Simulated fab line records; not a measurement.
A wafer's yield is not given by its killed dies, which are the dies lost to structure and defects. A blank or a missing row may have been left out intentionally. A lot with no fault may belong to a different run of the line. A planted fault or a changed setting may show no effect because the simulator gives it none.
Which of the tools did it? | flow gf180mcu | Sampling: 6 lots, 18 wafers, 2 of 602 route steps

WHAT EACH GAUGE READ, for each wafer
GF_V3_CD_MEAS_14: the cd target is 260 nm.
lot  | measured     | on        | cd-nm (nm)
L114 | day 23 08:12 | cd-sem-01 | 257.9 259.3 256.9
L116 | day 23 21:45 | cd-sem-02 | 258.6 259.0 258.3
L122 | day 25 23:26 | cd-sem-01 | 258.0 258.7 260.2
L125 | day 26 22:05 | cd-sem-01 | 268.9 269.4 268.4
L131 | day 28 12:52 | cd-sem-02 | 260.0 259.4 258.5
L134 | day 29 12:11 | cd-sem-02 | 258.3 259.4 258.8

TOOL THAT RAN EACH LOT (tool first, then ch and the chambers of the sampled wafers, then the start)
lot  | GF_V3_SOFTBAKE_10
L114 | litho-track-02 ch 0, day 22 21:00
L116 | litho-track-03 ch 0, day 23 10:00
L122 | litho-track-04 ch 0, day 25 13:00
L125 | litho-track-03 ch 0, day 26 12:00
L131 | litho-track-02 ch 0, day 28 03:00
L134 | litho-track-04 ch 0, day 29 03:00
- GF_V3_SOFTBAKE_10: time 57 s.

THE ANSWER, worked out from the rows above alone
Rule: the lots themselves supply what counts as usual. The widest of any qualifying gaps counts: lots, ordered by their means at a reading, are off when they make up no more than a third of the lots, leave a main group of 4 or more, and stand apart from it by 3 or more times the standard deviation of that group's means. Not used: any main group whose means are identical at the precision the tables above print for the reading. Also off: a lot with no number at a reading for which 4 or more lots have one. Where the step has rows for the other lots, those lots are counted as sound.
Off at GF_V3_CD_MEAS_14 (cd-nm): L125. The main group has a mean of 258.8 nm with a standard deviation of 0.42.
A tool fits if, at a process step before that reading, it ran every lot that is off, and no sound lot after the first of them. Gauges at GF_V3_CD_MEAS_14: tried the same way as those tools. This does not decide it: 2 tools fit, namely litho-track-03 at GF_V3_SOFTBAKE_10 and cd-sem-01 at GF_V3_CD_MEAS_14.

WHAT WAS PUT IN BY THE SIMULATOR
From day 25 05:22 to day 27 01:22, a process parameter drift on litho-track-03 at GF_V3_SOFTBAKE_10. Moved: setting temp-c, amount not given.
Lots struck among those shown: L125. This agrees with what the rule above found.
